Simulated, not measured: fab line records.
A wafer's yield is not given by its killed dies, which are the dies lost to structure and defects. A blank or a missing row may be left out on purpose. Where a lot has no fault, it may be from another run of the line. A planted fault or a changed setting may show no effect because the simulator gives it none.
The tool behind it: which one? || flow sky130 || Sampling: 10 lots, 30 wafers, 6 of 708 route steps

## WHAT EACH GAUGE READ, for each wafer
SKY_SPACER_THK_MEAS_01. Usual: SPACER_CVD_00_THK gives 42.8 nm (standard deviation 0.46).
{"lot": "L353", "measured": "day 23 08:34", "on": "film-metro-03", "SPACER_CVD_00_THK (nm)": "42.7 42.4 42.5", "flag": ""}
{"lot": "L354", "measured": "day 23 18:57", "on": "film-metro-04", "SPACER_CVD_00_THK (nm)": "42.8 42.1 42.7", "flag": ""}
{"lot": "L358", "measured": "day 25 07:07", "on": "film-metro-01", "SPACER_CVD_00_THK (nm)": "42.7 42.6 43.1", "flag": ""}
{"lot": "L359", "measured": "day 26 01:05", "on": "film-metro-01", "SPACER_CVD_00_THK (nm)": "42.6 42.7 42.7", "flag": ""}
{"lot": "L361", "measured": "day 26 19:53", "on": "film-metro-04", "SPACER_CVD_00_THK (nm)": "42.4 42.4 42.6", "flag": ""}
{"lot": "L362", "measured": "day 26 23:44", "on": "film-metro-01", "SPACER_CVD_00_THK (nm)": "43.3 43.5 42.9", "flag": ""}
{"lot": "L363", "measured": "day 26 23:45", "on": "film-metro-04", "SPACER_CVD_00_THK (nm)": "43.2 42.9 43.2", "flag": ""}
{"lot": "L365", "measured": "day 28 01:59", "on": "film-metro-03", "SPACER_CVD_00_THK (nm)": "42.3 42.5 42.2", "flag": ""}
{"lot": "L370", "measured": "day 29 09:29", "on": "film-metro-04", "SPACER_CVD_00_THK (nm)": "39.8 40.1 39.9", "flag": "OFF"}
{"lot": "L371", "measured": "day 29 23:51", "on": "film-metro-01", "SPACER_CVD_00_THK (nm)": "39.6 39.8 39.5", "flag": "OFF"}

SKY_CONTACT_RS_MEAS_25: measurement is done with a four-point probe. Usual: CONTACT_W_RS gives 0.334 ohm/sq (standard deviation 0.005).
{"lot": "L353", "measured": "day 32 01:18", "on": "film-metro-02", "CONTACT_W_RS (ohm/sq)": "0.335 0.336 0.335", "flag": ""}
{"lot": "L354", "measured": "day 32 09:10", "on": "film-metro-01", "CONTACT_W_RS (ohm/sq)": "0.328 0.333 0.327", "flag": ""}
{"lot": "L358", "measured": "day 33 17:44", "on": "film-metro-02", "CONTACT_W_RS (ohm/sq)": "0.328 0.332 0.333", "flag": ""}
{"lot": "L359", "measured": "day 34 08:02", "on": "film-metro-02", "CONTACT_W_RS (ohm/sq)": "0.344 0.341 0.342", "flag": ""}
{"lot": "L361", "measured": "day 35 04:06", "on": "film-metro-01", "CONTACT_W_RS (ohm/sq)": "0.335 0.331 0.335", "flag": ""}
{"lot": "L362", "measured": "day 35 08:10", "on": "film-metro-03", "CONTACT_W_RS (ohm/sq)": "0.341 0.343 0.340", "flag": ""}
{"lot": "L363", "measured": "day 35 08:06", "on": "film-metro-01", "CONTACT_W_RS (ohm/sq)": "0.334 0.333 0.336", "flag": ""}
{"lot": "L365", "measured": "day 36 08:25", "on": "film-metro-03", "CONTACT_W_RS (ohm/sq)": "0.332 0.334 0.327", "flag": ""}
{"lot": "L370", "measured": "day 37 11:41", "on": "film-metro-03", "CONTACT_W_RS (ohm/sq)": "0.333 0.334 0.332", "flag": ""}
{"lot": "L371", "measured": "day 37 23:17", "on": "film-metro-02", "CONTACT_W_RS (ohm/sq)": "0.329 0.333 0.330", "flag": ""}

## WHAT TOOL EACH LOT RAN ON (gives the tool, then ch and the chambers of the sampled wafers, and finally the start)
{"lot": "L353", "SKY_FIELD_ISO_ETCH_17": "rie-si-01 ch 0,1, day 2 11:32", "SKY_LDD_P_STRIP_10": "plasma-asher-02 ch 0,1, day 19 10:28", "SKY_SPACER_CVD_00": "lpcvd-02 ch 1, day 23 07:22", "SKY_SPACER_ETCHBACK_02": "rie-diel-03 ch 0,1, day 23 08:37"}
{"lot": "L354", "SKY_FIELD_ISO_ETCH_17": "rie-si-01 ch 2,3, day 2 16:08", "SKY_LDD_P_STRIP_10": "plasma-asher-01 ch 0,1, day 19 21:15", "SKY_SPACER_CVD_00": "lpcvd-02 ch 1, day 23 17:07", "SKY_SPACER_ETCHBACK_02": "rie-diel-03 ch 1,2, day 23 18:59"}
{"lot": "L358", "SKY_FIELD_ISO_ETCH_17": "rie-si-01 ch 1,2,3, day 3 14:12", "SKY_LDD_P_STRIP_10": "plasma-asher-02 ch 0,1, day 21 08:58", "SKY_SPACER_CVD_00": "lpcvd-02 ch 1, day 25 05:18", "SKY_SPACER_ETCHBACK_02": "rie-diel-03 ch 0,3, day 25 07:10"}
{"lot": "L359", "SKY_FIELD_ISO_ETCH_17": "rie-si-02 ch 1,2,3, day 3 17:17", "SKY_LDD_P_STRIP_10": "plasma-asher-02 ch 0,1, day 22 03:40", "SKY_SPACER_CVD_00": "lpcvd-02 ch 1, day 25 22:23", "SKY_SPACER_ETCHBACK_02": "rie-diel-04 ch 0,1,3, day 26 01:09"}
{"lot": "L361", "SKY_FIELD_ISO_ETCH_17": "rie-si-01 ch 2,3, day 4 04:27", "SKY_LDD_P_STRIP_10": "plasma-asher-04 ch 0,1, day 22 22:46", "SKY_SPACER_CVD_00": "lpcvd-02 ch 0, day 26 18:04", "SKY_SPACER_ETCHBACK_02": "rie-diel-04 ch 2,3, day 26 19:56"}
{"lot": "L362", "SKY_FIELD_ISO_ETCH_17": "rie-si-01 ch 0,1,3, day 4 09:50", "SKY_LDD_P_STRIP_10": "plasma-asher-04 ch 0,1, day 23 00:56", "SKY_SPACER_CVD_00": "lpcvd-02 ch 1, day 26 21:55", "SKY_SPACER_ETCHBACK_02": "rie-diel-04 ch 0,2,3, day 26 23:47"}
{"lot": "L363", "SKY_FIELD_ISO_ETCH_17": "rie-si-02 ch 0,3, day 4 13:11", "SKY_LDD_P_STRIP_10": "plasma-asher-02 ch 0,1, day 23 00:42", "SKY_SPACER_CVD_00": "lpcvd-02 ch 1, day 26 21:55", "SKY_SPACER_ETCHBACK_02": "rie-diel-03 ch 2,3, day 26 23:47"}
{"lot": "L365", "SKY_FIELD_ISO_ETCH_17": "rie-si-01 ch 1,2,3, day 5 04:12", "SKY_LDD_P_STRIP_10": "plasma-asher-02 ch 0,1, day 24 06:13", "SKY_SPACER_CVD_00": "lpcvd-02 ch 1, day 28 00:45", "SKY_SPACER_ETCHBACK_02": "rie-diel-04 ch 0,2,3, day 28 02:01"}
{"lot": "L370", "SKY_FIELD_ISO_ETCH_17": "rie-si-02 ch 0,1,2, day 6 02:03", "SKY_LDD_P_STRIP_10": "plasma-asher-01 ch 0,1, day 25 17:59", "SKY_SPACER_CVD_00": "lpcvd-02 ch 1, day 29 08:15", "SKY_SPACER_ETCHBACK_02": "rie-diel-01 ch 0,1,3, day 29 09:31"}
{"lot": "L371", "SKY_FIELD_ISO_ETCH_17": "rie-si-01 ch 0,1,3, day 6 09:18", "SKY_LDD_P_STRIP_10": "plasma-asher-02 ch 0,1, day 26 08:33", "SKY_SPACER_CVD_00": "lpcvd-02 ch 1, day 29 22:38", "SKY_SPACER_ETCHBACK_02": "rie-diel-04 ch 0,2,3, day 29 23:53"}
- SKY_FIELD_ISO_ETCH_17: etches Si in HBr/Cl2/O2, target depth 342 nm, time 97.7 s.
- SKY_LDD_P_STRIP_10: strips in O2/N2.
- SKY_SPACER_CVD_00: deposits Si3N4 from DCS/NH3, target thk 43.1 nm, time 740 s.
- SKY_SPACER_ETCHBACK_02: etches Si3N4 in CH3F/O2, stops on SiO2, time 46.7 s, target depth 45 nm.

## WHAT THE TOOLS THEMSELVES READ (means of the sampled wafers that have a number; where no wafer has one, the mark that the record gives instead)
SKY_FIELD_ISO_ETCH_17. Usual: bias-w 150.0 W, standard deviation 0.43; drypump-motor-current-A 5.9 A, standard deviation 0.57; oes-product-au 1.001 a.u., standard deviation 0.0083; throttle-valve-pct 25.656 %, standard deviation 0.011.
{"lot": "L353", "tool": "rie-si-01", "bias-w (W)": 149.9, "drypump-motor-current-A (A)": 5.8, "oes-product-au (a.u.)": 1.005, "throttle-valve-pct (%)": 25.658, "flag": ""}
{"lot": "L354", "tool": "rie-si-01", "bias-w (W)": 149.7, "drypump-motor-current-A (A)": 5.7, "oes-product-au (a.u.)": 0.999, "throttle-valve-pct (%)": 25.661, "flag": ""}
{"lot": "L358", "tool": "rie-si-01", "bias-w (W)": 149.9, "drypump-motor-current-A (A)": 5.5, "oes-product-au (a.u.)": 0.995, "throttle-valve-pct (%)": 25.659, "flag": ""}
{"lot": "L359", "tool": "rie-si-02", "bias-w (W)": 149.8, "drypump-motor-current-A (A)": 5.7, "oes-product-au (a.u.)": 0.995, "throttle-valve-pct (%)": 25.659, "flag": ""}
{"lot": "L361", "tool": "rie-si-01", "bias-w (W)": 150.0, "drypump-motor-current-A (A)": 5.7, "oes-product-au (a.u.)": 1.002, "throttle-valve-pct (%)": 25.655, "flag": ""}
{"lot": "L362", "tool": "rie-si-01", "bias-w (W)": 150.2, "drypump-motor-current-A (A)": 5.8, "oes-product-au (a.u.)": 1.001, "throttle-valve-pct (%)": 25.659, "flag": ""}
{"lot": "L363", "tool": "rie-si-02", "bias-w (W)": 149.8, "drypump-motor-current-A (A)": 6.4, "oes-product-au (a.u.)": 1.011, "throttle-valve-pct (%)": 25.641, "flag": ""}
{"lot": "L365", "tool": "rie-si-01", "bias-w (W)": 150.2, "drypump-motor-current-A (A)": 5.5, "oes-product-au (a.u.)": 0.997, "throttle-valve-pct (%)": 25.660, "flag": ""}
{"lot": "L370", "tool": "rie-si-02", "bias-w (W)": 149.9, "drypump-motor-current-A (A)": 5.8, "oes-product-au (a.u.)": 1.000, "throttle-valve-pct (%)": 25.653, "flag": ""}
{"lot": "L371", "tool": "rie-si-01", "bias-w (W)": 149.3, "drypump-motor-current-A (A)": 5.7, "oes-product-au (a.u.)": 1.004, "throttle-valve-pct (%)": 25.656, "flag": ""}

SKY_LDD_P_STRIP_10. Usual: drypump-motor-current-A 5.7 A, standard deviation 0.56; oes-product-au 0.715 a.u., standard deviation 0.0044; strip-time-to-endpoint-s 14.18 s, standard deviation 0.037.
{"lot": "L353", "tool": "plasma-asher-02", "drypump-motor-current-A (A)": 5.2, "oes-product-au (a.u.)": 0.714, "strip-time-to-endpoint-s (s)": 14.25, "flag": ""}
{"lot": "L354", "tool": "plasma-asher-01", "drypump-motor-current-A (A)": 6.5, "oes-product-au (a.u.)": 0.715, "strip-time-to-endpoint-s (s)": 14.22, "flag": ""}
{"lot": "L358", "tool": "plasma-asher-02", "drypump-motor-current-A (A)": 5.2, "oes-product-au (a.u.)": 0.715, "strip-time-to-endpoint-s (s)": 14.16, "flag": ""}
{"lot": "L359", "tool": "plasma-asher-02", "drypump-motor-current-A (A)": 5.1, "oes-product-au (a.u.)": 0.714, "strip-time-to-endpoint-s (s)": 14.15, "flag": ""}
{"lot": "L361", "tool": "plasma-asher-04", "drypump-motor-current-A (A)": 5.8, "oes-product-au (a.u.)": 0.719, "strip-time-to-endpoint-s (s)": 14.20, "flag": ""}
{"lot": "L362", "tool": "plasma-asher-04", "drypump-motor-current-A (A)": 5.8, "oes-product-au (a.u.)": 0.715, "strip-time-to-endpoint-s (s)": 14.14, "flag": ""}
{"lot": "L363", "tool": "plasma-asher-02", "drypump-motor-current-A (A)": 5.2, "oes-product-au (a.u.)": 0.716, "strip-time-to-endpoint-s (s)": 14.19, "flag": ""}
{"lot": "L365", "tool": "plasma-asher-02", "drypump-motor-current-A (A)": 5.2, "oes-product-au (a.u.)": 0.713, "strip-time-to-endpoint-s (s)": 14.17, "flag": ""}
{"lot": "L370", "tool": "plasma-asher-01", "drypump-motor-current-A (A)": 6.4, "oes-product-au (a.u.)": 0.712, "strip-time-to-endpoint-s (s)": 14.15, "flag": ""}
{"lot": "L371", "tool": "plasma-asher-02", "drypump-motor-current-A (A)": 5.2, "oes-product-au (a.u.)": 0.719, "strip-time-to-endpoint-s (s)": 14.19, "flag": ""}

SKY_SPACER_CVD_00. Usual: spike-tc-bottom-C 790.5 C, standard deviation 1.8; zone-power-bottom-pct 23.0 %, standard deviation 0.51; zone-power-upper-pct 13.7 %, standard deviation 0.33.
{"lot": "L353", "tool": "lpcvd-02", "spike-tc-bottom-C (C)": 791.4, "zone-power-bottom-pct (%)": 23.3, "zone-power-upper-pct (%)": 13.8, "flag": ""}
{"lot": "L354", "tool": "lpcvd-02", "spike-tc-bottom-C (C)": 791.9, "zone-power-bottom-pct (%)": 23.2, "zone-power-upper-pct (%)": 14.0, "flag": ""}
{"lot": "L358", "tool": "lpcvd-02", "spike-tc-bottom-C (C)": 790.9, "zone-power-bottom-pct (%)": 23.3, "zone-power-upper-pct (%)": 13.9, "flag": ""}
{"lot": "L359", "tool": "lpcvd-02", "spike-tc-bottom-C (C)": 792.5, "zone-power-bottom-pct (%)": 23.4, "zone-power-upper-pct (%)": 14.0, "flag": ""}
{"lot": "L361", "tool": "lpcvd-02", "spike-tc-bottom-C (C)": 787.6, "zone-power-bottom-pct (%)": 22.5, "zone-power-upper-pct (%)": 13.2, "flag": ""}
{"lot": "L362", "tool": "lpcvd-02", "spike-tc-bottom-C (C)": 791.1, "zone-power-bottom-pct (%)": 23.3, "zone-power-upper-pct (%)": 13.8, "flag": ""}
{"lot": "L363", "tool": "lpcvd-02", "spike-tc-bottom-C (C)": 791.7, "zone-power-bottom-pct (%)": 23.3, "zone-power-upper-pct (%)": 13.8, "flag": ""}
{"lot": "L365", "tool": "lpcvd-02", "spike-tc-bottom-C (C)": 791.2, "zone-power-bottom-pct (%)": 23.4, "zone-power-upper-pct (%)": 13.9, "flag": ""}
{"lot": "L370", "tool": "lpcvd-02", "spike-tc-bottom-C (C)": 792.6, "zone-power-bottom-pct (%)": 23.8, "zone-power-upper-pct (%)": 13.8, "flag": ""}
{"lot": "L371", "tool": "lpcvd-02", "spike-tc-bottom-C (C)": 790.9, "zone-power-bottom-pct (%)": 23.2, "zone-power-upper-pct (%)": 13.9, "flag": ""}

SKY_SPACER_ETCHBACK_02. Usual: bias-w 80.03 W, standard deviation 0.25; drypump-motor-current-A 5.78 A, standard deviation 0.25; oes-product-au 0.852 a.u., standard deviation 0.006; throttle-valve-pct 10.561 %, standard deviation 0.0095.
{"lot": "L353", "tool": "rie-diel-03", "bias-w (W)": 80.10, "drypump-motor-current-A (A)": 5.71, "oes-product-au (a.u.)": 0.850, "throttle-valve-pct (%)": 10.554, "flag": ""}
{"lot": "L354", "tool": "rie-diel-03", "bias-w (W)": 80.06, "drypump-motor-current-A (A)": 5.93, "oes-product-au (a.u.)": 0.847, "throttle-valve-pct (%)": 10.573, "flag": ""}
{"lot": "L358", "tool": "rie-diel-03", "bias-w (W)": 79.90, "drypump-motor-current-A (A)": 5.72, "oes-product-au (a.u.)": 0.855, "throttle-valve-pct (%)": 10.555, "flag": ""}
{"lot": "L359", "tool": "rie-diel-04", "bias-w (W)": 80.07, "drypump-motor-current-A (A)": 5.72, "oes-product-au (a.u.)": 0.848, "throttle-valve-pct (%)": 10.559, "flag": ""}
{"lot": "L361", "tool": "rie-diel-04", "bias-w (W)": 80.23, "drypump-motor-current-A (A)": 5.79, "oes-product-au (a.u.)": 0.849, "throttle-valve-pct (%)": 10.556, "flag": ""}
{"lot": "L362", "tool": "rie-diel-04", "bias-w (W)": 80.07, "drypump-motor-current-A (A)": 5.96, "oes-product-au (a.u.)": 0.857, "throttle-valve-pct (%)": 10.556, "flag": ""}
{"lot": "L363", "tool": "rie-diel-03", "bias-w (W)": 79.85, "drypump-motor-current-A (A)": 5.93, "oes-product-au (a.u.)": 0.853, "throttle-valve-pct (%)": 10.554, "flag": ""}
{"lot": "L365", "tool": "rie-diel-04", "bias-w (W)": 80.05, "drypump-motor-current-A (A)": 5.96, "oes-product-au (a.u.)": 0.846, "throttle-valve-pct (%)": 10.565, "flag": ""}
{"lot": "L370", "tool": "rie-diel-01", "bias-w (W)": 79.91, "drypump-motor-current-A (A)": 5.78, "oes-product-au (a.u.)": 0.818, "throttle-valve-pct (%)": 10.558, "flag": "OFF"}
{"lot": "L371", "tool": "rie-diel-04", "bias-w (W)": 80.08, "drypump-motor-current-A (A)": 5.97, "oes-product-au (a.u.)": 0.816, "throttle-valve-pct (%)": 10.562, "flag": "OFF"}

## THE ANSWER, worked out from the rows above alone
Rule: a lot counts as off when the mean over its wafers that have a number is more than 3 standard deviations away from the usual mean. Also off: a lot with no number at a reading for which 4 or more lots have one. The other lots that the step has rows for count as sound. After the gauges, taken in route order, come the tools' own readings; for these a lot's mean is taken, as printed above. At the first step where some lot is off, the reading lying furthest off is the one used; lots without a number count as furthest.
Off: L370, L371, at SKY_SPACER_THK_MEAS_01 (SPACER_CVD_00_THK).
If a tool, at a process step before that reading, ran all the lots that are off and no sound lot after the first of them, it fits. The gauges at SKY_SPACER_THK_MEAS_01 aren't tried: what is off there is off at SKY_SPACER_ETCHBACK_02 too, on other tools, and a gauge's error can't cause that. One fits: SKY_SPACER_CVD_00 on lpcvd-02. Its last sound lot is L365 (day 28 00:45), its first lot that is off L370 (day 29 08:15): a fault that began between those two fits.

## WHAT WAS PUT IN BY THE SIMULATOR
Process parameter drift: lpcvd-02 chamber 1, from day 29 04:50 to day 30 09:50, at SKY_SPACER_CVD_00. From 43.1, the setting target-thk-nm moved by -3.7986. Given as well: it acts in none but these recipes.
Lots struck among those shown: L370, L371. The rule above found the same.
